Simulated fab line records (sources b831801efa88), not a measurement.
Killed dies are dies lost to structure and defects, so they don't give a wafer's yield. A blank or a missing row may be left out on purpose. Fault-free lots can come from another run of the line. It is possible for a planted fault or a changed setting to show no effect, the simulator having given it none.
What tool caused it? + flow gf180mcu + 6 lots with 18 wafers sampled at 2 steps, on a route of 602 steps

== WHAT EACH GAUGE READ, for each wafer ==
GF_POLY_GATE_THK_MEAS_17.
| lot  | measured     | on           | POLY_GATE_OXIDATION_THK (nm) |
|------|--------------|--------------|------------------------------|
| L996 | day 10 00:36 | filmMetro-02 | 4.04 4.00 3.93               |
| L998 | day 10 11:08 | filmMetro-01 | 4.09 4.02 3.90               |
| L106 | day 12 20:48 | filmMetro-02 | 3.06 3.09 3.03               |
| L108 | day 13 08:47 | filmMetro-04 | 3.04 3.04 3.05               |
| L114 | day 15 07:35 | filmMetro-01 | 4.16 4.12 4.05               |
| L117 | day 16 00:19 | filmMetro-04 | 4.10 4.02 4.11               |

== TOOL THAT RAN EACH LOT (tool first, then ch and the chambers of the sampled wafers, then the start) ==
| lot  | GF_POLY_GATE_OXIDATION_16     |
|------|-------------------------------|
| L996 | furnace-02 ch 0, day 9 23:20  |
| L998 | furnace-02 ch 0, day 10 09:53 |
| L106 | furnace-02 ch 0, day 12 19:33 |
| L108 | furnace-02 ch 0, day 13 07:31 |
| L114 | furnace-01 ch 0, day 15 06:20 |
| L117 | furnace-01 ch 0, day 15 23:04 |
- GF_POLY_GATE_OXIDATION_16: stabilise 600 s, purge 300 s, target thk 4 nm.

== THE ANSWER, worked out from the rows above alone ==
Rule: the lots themselves supply what counts as usual. The widest of any qualifying gaps counts: lots, ordered by their means at a reading, are off when they make up no more than a third of the lots, leave a main group of 4 or more, and stand apart from it by 3 or more times the standard deviation of that group's means. If all means in a main group match to the digits the tables above print for the reading, that group is not used. Also off: a lot with no number at a reading for which 4 or more lots have one. The other lots that the step has rows for count as sound.
Off: L106, L108, seen at GF_POLY_GATE_THK_MEAS_17 (POLY_GATE_OXIDATION_THK). The main group has a mean of 4.04 nm with a standard deviation of 0.05.
A tool fits if, at a process step before that reading, it ran every lot that is off, and no sound lot after the first of them. Gauges at GF_POLY_GATE_THK_MEAS_17: tried the same way as those tools. One candidate fits, namely furnace-02 at GF_POLY_GATE_OXIDATION_16. Its last sound lot is L998 (day 10 09:53), its first lot that is off L106 (day 12 19:33): a fault that began between those two fits.

== WHAT WAS PUT IN BY THE SIMULATOR ==
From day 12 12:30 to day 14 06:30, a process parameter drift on furnace-02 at GF_POLY_GATE_OXIDATION_16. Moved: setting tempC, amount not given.
Struck lots among those shown: L106, L108. The same result came from the rule above.
